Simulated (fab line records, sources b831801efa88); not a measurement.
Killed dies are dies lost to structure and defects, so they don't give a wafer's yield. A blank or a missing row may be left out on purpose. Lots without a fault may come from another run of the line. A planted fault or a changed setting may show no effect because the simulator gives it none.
One fault seen from 2 desks | flow sky130 | each desk has only its own numbers; what lay behind them comes last

THE METROLOGY DESK
What the gauges read, lot by lot, whatever tool the lot ran on: means of the sampled wafers that have a number. A lot is out of limits, marked OUT, if its mean lies more than 4 standard deviations from the usual mean; the brackets give that distance.
Columns: A = LDD_N_OVL at SKY_LDD_N_OVL_MEAS_07, usual 0.0 nm; B = LDD_HVP_TW at SKY_LDD_HVP_TW_MEAS_10, usual 456.2
lot  | first seen here | A    | B
L551 | day 17 14:31    | 0.5  | 455.2
L553 | day 18 06:36    | 0.0  | 456.6
L554 | day 18 10:19    | -1.8 | 455.9
L560 | day 21 11:25    | 0.6  | 476.3 (+11) OUT
L563 | day 22 06:16    | 1.7  | 477.3 (+12) OUT
L569 | day 24 22:55    | 0.9  | 456.1
L567 | day 25 00:12    | -0.9 | 458.2
L570 | day 25 13:57    | -0.5 | 457.4
L571 | day 25 23:33    | -1.5 | 453.4
L572 | day 26 03:31    | -1.0 | 458.3
L573 | day 26 05:31    | 1.4  | 455.6
This desk's finding: out of limits on L560, L563; first on L560, day 25 07:52 (LDD_HVP_TW at SKY_LDD_HVP_TW_MEAS_10). In limits: L551, L553, L554, L569, L567, L570, L571, L572, L573.

THE TOOL OWNER'S DESK: implanter-01
The tool's own readings at SKY_LDD_HVP_IMPLANT_08: means of the sampled wafers that have a number, for each lot that ran on this tool. A lot is out of limits, marked OUT, if its mean lies more than 4 standard deviations from the usual mean; the brackets give that distance.
Columns: A = beam_energy_keV at SKY_LDD_HVP_IMPLANT_08, usual 20.001; B = beam_on_s at SKY_LDD_HVP_IMPLANT_08, usual 10.00 s; C = dose_ions_cm2 at SKY_LDD_HVP_IMPLANT_08, usual 1.7002e+13
lot  | first seen here | A                        | B     | C
L553 | day 22 02:18    | 19.995                   | 9.93  | 1.7008e+13
L560 | day 25 07:37    | 24.545 (+99 or more) OUT | 10.13 | 1.6978e+13
L563 | day 26 01:26    | 24.544 (+99 or more) OUT | 10.06 | 1.7011e+13
L569 | day 28 15:26    | 20.007                   | 10.16 | 1.6994e+13
L567 | day 28 17:13    | 20.004                   | 9.82  | 1.7005e+13
L573 | day 29 20:49    | 19.997                   | 10.00 | 1.6982e+13
This desk's finding: out of limits on L560, L563; first on L560, day 25 07:37 (beam_energy_keV at SKY_LDD_HVP_IMPLANT_08). In limits: L553, L569, L567, L573.

PUT TOGETHER
The tool owner's desk could have raised an alarm at day 25 07:37, on L560, L563.
The metrology desk could have raised an alarm at day 25 07:52, on L560, L563.
Of the lots named, all ran SKY_LDD_HVP_IMPLANT_08 on implanter-01.

WHAT THE SIMULATOR HAD PUT IN
Process parameter drift: implanter-01, from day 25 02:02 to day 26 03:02, at SKY_LDD_HVP_IMPLANT_08. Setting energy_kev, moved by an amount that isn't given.
Lots struck among those shown: L560, L563.
Hours from the fault's start to each desk's first reading out of limits: the tool owner's desk, 6; the metrology desk, 6.
